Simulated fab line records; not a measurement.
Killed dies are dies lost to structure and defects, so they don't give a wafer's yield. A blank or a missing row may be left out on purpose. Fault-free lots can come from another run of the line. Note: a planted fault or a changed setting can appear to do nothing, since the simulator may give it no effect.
Which tool did it?    flow gf180mcu    Sampling: 14 lots, 42 wafers, 4 of 602 route steps

WHAT EACH GAUGE READ, for each wafer
GF_M1_CD_MEAS_14 targets a cd of 230 nm.
lot   measured      on        cdNm (nm)
L874  day 16 17:07  cdSem-01  231.0 230.7 230.1
L875  day 17 04:40  cdSem-02  232.3 231.0 232.1
L876  day 18 15:52  cdSem-01  231.8 230.7 230.0
L877  day 18 22:25  cdSem-01  231.1 229.4 231.2
L879  day 18 23:38  cdSem-02  228.0 227.9 227.9
L880  day 19 08:31  cdSem-02  229.1 227.6 228.5
L884  day 21 05:31  cdSem-01  230.2 229.9 230.2
L885  day 21 11:50  cdSem-01  228.8 229.4 228.6
L886  day 21 13:19  cdSem-01  232.1 230.8 230.9
L892  day 23 16:36  cdSem-01  228.8 228.5 228.6
L893  day 24 00:43  cdSem-02  230.9 230.7 231.5
L894  day 24 10:19  cdSem-02  231.6 230.8 232.0
L895  day 24 14:21  cdSem-01  232.2 231.8 232.4
L896  day 24 21:35  cdSem-02  230.3 228.8 230.9

EACH LOT AND THE TOOL THAT RAN IT (in order: tool; ch and the chambers of the sampled wafers; start)
lot   GF_VT_IMPLANT_SOFTBAKE_03         GF_CONTACT_CVD_24             GF_M1_SPUTTER_00
L874  lithoTrack-02 ch 0, day 5 00:32   cvdW-01 ch 0, day 15 19:13    pvdSputter-04, day 15 19:52
L875  lithoTrack-03 ch 0, day 5 06:04   cvdW-01 ch 0,1, day 16 06:28  pvdSputter-03, day 16 07:02
L876  lithoTrack-04 ch 0, day 6 05:05   cvdW-01 ch 0,1, day 17 16:55  pvdSputter-01, day 17 17:29
L877  lithoTrack-02 ch 0, day 6 08:04   cvdW-01 ch 0, day 17 22:37    pvdSputter-01, day 17 23:11
L879  lithoTrack-03 ch 0, day 6 10:53   cvdW-01 ch 0,1, day 17 23:27  pvdSputter-01, day 18 00:04
L880  lithoTrack-03 ch 0, day 6 16:32   cvdW-01 ch 0,1, day 18 07:48  pvdSputter-03, day 18 08:23
L884  lithoTrack-04 ch 0, day 8 00:01   cvdW-02 ch 0,1, day 20 05:23  pvdSputter-01, day 20 05:58
L885  lithoTrack-04 ch 0, day 8 06:43   cvdW-01 ch 0,1, day 20 12:00  pvdSputter-04, day 20 12:35
L886  lithoTrack-02 ch 0, day 8 12:05   cvdW-01 ch 0, day 20 13:13    pvdSputter-04, day 20 13:48
L892  lithoTrack-03 ch 0, day 9 23:17   cvdW-01 ch 0,1, day 22 16:41  pvdSputter-03, day 22 17:32
L893  lithoTrack-04 ch 0, day 10 08:05  cvdW-02 ch 0,1, day 23 00:56  pvdSputter-04, day 23 01:30
L894  lithoTrack-04 ch 0, day 10 14:20  cvdW-01 ch 0,1, day 23 11:53  pvdSputter-03, day 23 12:28
L895  lithoTrack-02 ch 0, day 10 20:01  cvdW-01 ch 1, day 23 15:20    pvdSputter-04, day 23 15:55
L896  lithoTrack-03 ch 0, day 11 02:02  cvdW-02 ch 0,1, day 23 23:46  pvdSputter-01, day 24 00:21
- GF_VT_IMPLANT_SOFTBAKE_03: time 60 s.
- GF_CONTACT_CVD_24: deposits W, target thk 300 nm, time 90.339 s.
- GF_M1_SPUTTER_00: material Ti, target thk 37.5 nm, time 150 s.

WHAT THE TOOLS THEMSELVES READ (means of the sampled wafers that have a number; where no wafer has one, the mark that the record gives instead)
GF_VT_IMPLANT_SOFTBAKE_03.
lot   tool           heaterPowerTotalW (W)  runLengthS (s)
L874  lithoTrack-02  56.57                  89.26
L875  lithoTrack-03  56.56                  88.74
L876  lithoTrack-04  56.58                  88.76
L877  lithoTrack-02  56.59                  89.15
L879  lithoTrack-03  56.60                  88.68
L880  lithoTrack-03  56.62                  88.68
L884  lithoTrack-04  56.63                  88.85
L885  lithoTrack-04  56.59                  88.83
L886  lithoTrack-02  56.63                  89.28
L892  lithoTrack-03  56.61                  88.73
L893  lithoTrack-04  58.34                  84.01
L894  lithoTrack-04  58.37                  83.80
L895  lithoTrack-02  56.58                  89.24
L896  lithoTrack-03  56.54                  88.76

GF_CONTACT_CVD_24.
lot   tool     heaterPowerW (W)
L874  cvdW-01  803
L875  cvdW-01  777
L876  cvdW-01  783
L877  cvdW-01  795
L879  cvdW-01  784
L880  cvdW-01  778
L884  cvdW-02  812
L885  cvdW-01  777
L886  cvdW-01  821
L892  cvdW-01  791
L893  cvdW-02  813
L894  cvdW-01  796
L895  cvdW-01  756
L896  cvdW-02  797

GF_M1_SPUTTER_00.
lot   tool           cathodeDcPowerW (W)  chamberPressurePa (Pa)  throttleValvePct (%)
L874  pvdSputter-04  4000.5               2.001                   29.9
L875  pvdSputter-03  3999.0               2.002                   30.7
L876  pvdSputter-01  4000.2               2.000                   29.8
L877  pvdSputter-01  4000.4               2.002                   29.8
L879  pvdSputter-01  3999.5               2.001                   29.9
L880  pvdSputter-03  4000.0               1.998                   30.6
L884  pvdSputter-01  4000.0               2.001                   29.8
L885  pvdSputter-04  3999.5               1.997                   29.7
L886  pvdSputter-04  4000.4               2.001                   30.1
L892  pvdSputter-03  3999.7               2.003                   30.9
L893  pvdSputter-04  3999.7               2.001                   29.5
L894  pvdSputter-03  3999.9               2.000                   30.6
L895  pvdSputter-04  4000.4               2.000                   29.7
L896  pvdSputter-01  3999.8               2.009                   29.8

THE ANSWER, worked out from the rows above alone
Rule: what is usual is taken from the lots themselves. The widest of any qualifying gaps counts: lots, ordered by their means at a reading, are off when they make up no more than a third of the lots, leave a main group of 4 or more, and stand apart from it by 3 or more times the standard deviation of that group's means. A main group whose means are all the same, to the digits that the tables above print for the reading, isn't used. A lot without any number at a reading at which 4 lots or more have one is off too. The other lots that the step has rows for count as sound. After the gauges, taken in route order, come the tools' own readings; for these a lot's mean is taken, as printed above. The first step at which some lot is off is used, and at that step the reading that is off furthest; a lot without a number counts as furthest.
Off: L893, L894 (GF_VT_IMPLANT_SOFTBAKE_03, heaterPowerTotalW). The main group: mean 56.59 W, standard deviation 0.027.
A tool fits if, at that step or a process step before it, it ran every lot that is off, and no sound lot after the first of them. One fits: GF_VT_IMPLANT_SOFTBAKE_03 on lithoTrack-04. A fault onset in the window from L885 (day 8 06:43, its last sound lot) to L893 (day 10 08:05, its first lot off) fits.
The tool's own readings at GF_VT_IMPLANT_SOFTBAKE_03 bear it out: on the lots that are off they differ by more than 5 times the standard deviation of the sound lots' means. heaterPowerTotalW reads 58.36 W there against 56.59 W on the sound lots; runLengthS reads 83.91 s there against 88.91 s on the sound lots.

WHAT THE SIMULATOR HAD INSERTED
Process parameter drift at GF_VT_IMPLANT_SOFTBAKE_03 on lithoTrack-04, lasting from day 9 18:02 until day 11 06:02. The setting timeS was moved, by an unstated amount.
Lots struck among those shown: L893, L894. The same result came from the rule above.
